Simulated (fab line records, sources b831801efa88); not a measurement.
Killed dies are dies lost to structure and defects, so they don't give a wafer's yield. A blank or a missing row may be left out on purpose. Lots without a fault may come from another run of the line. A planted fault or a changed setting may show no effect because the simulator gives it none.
One fault seen from 2 desks | flow sky130 | each desk has only its own numbers; what lay behind them comes last

THE METROLOGY DESK
What the gauges read, lot by lot, whatever tool the lot ran on: means of the sampled wafers that have a number. A lot is out of limits, marked OUT, if its mean lies more than 4 standard deviations from the usual mean; the brackets give that distance.
Columns: A = VIA1_W_RS at SKY_VIA1_RS_MEAS_22, usual 0.431 ohm/sq; B = VIA1_W_THK at SKY_VIA1_THK_MEAS_23, usual 271 nm; C = METAL2_ALCU_RS at SKY_METAL2_RS_MEAS_05, usual 0.1271 ohm/sq; D = METAL2_ALCU_THK at SKY_METAL2_THK_MEAS_06, usual 255.1 nm
lot  | first seen here | A     | B   | C                 | D
L664 | day 33 13:47    | 0.433 | 269 | 0.1266            | 256.6
L672 | day 36 10:48    | 0.430 | 273 | 0.1218 (-4.1) OUT | 267.1 (+4.1) OUT
L684 | day 39 21:16    | 0.435 | 272 | 0.1268            | 256.4
L685 | day 40 19:56    | 0.428 | 274 | 0.1272            | 255.4
L687 | day 41 00:04    | 0.432 | 270 | 0.1254            | 257.3
This desk's finding: out of limits on L672; first on L672, day 36 11:25 (METAL2_ALCU_RS at SKY_METAL2_RS_MEAS_05). In limits: L664, L684, L685, L687.

THE TOOL OWNER'S DESK: pvd_sputter-02
The tool's own readings at SKY_METAL2_SPUTTER_02 (material AlCu, target thk 250 nm, time 13.3 s): means of the sampled wafers that have a number, for each lot that ran on this tool. A lot is out of limits, marked OUT, if its mean lies more than 4 standard deviations from the usual mean; the brackets give that distance.
Columns: A = throttle_valve_pct at SKY_METAL2_SPUTTER_02, usual 29.6 %
lot  | first seen here | A
L672 | day 36 11:17    | 29.9
L684 | day 39 21:44    | 30.7
This desk's finding: nothing out of limits on any of the 2 lots.

PUT TOGETHER
The metrology desk could have raised an alarm at day 36 11:25, on L672.
The tool owner's desk saw nothing out of limits.
The tool owner's desk has L672 on record, within its limits.
Of the lots named, all ran SKY_METAL2_SPUTTER_02 on pvd_sputter-02.

WHAT THE SIMULATOR HAD PUT IN
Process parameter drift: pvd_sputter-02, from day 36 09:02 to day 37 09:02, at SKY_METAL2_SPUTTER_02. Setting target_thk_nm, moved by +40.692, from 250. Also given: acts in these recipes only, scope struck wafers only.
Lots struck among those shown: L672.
Hours from the fault's start to each desk's first reading out of limits: the metrology desk, 2.
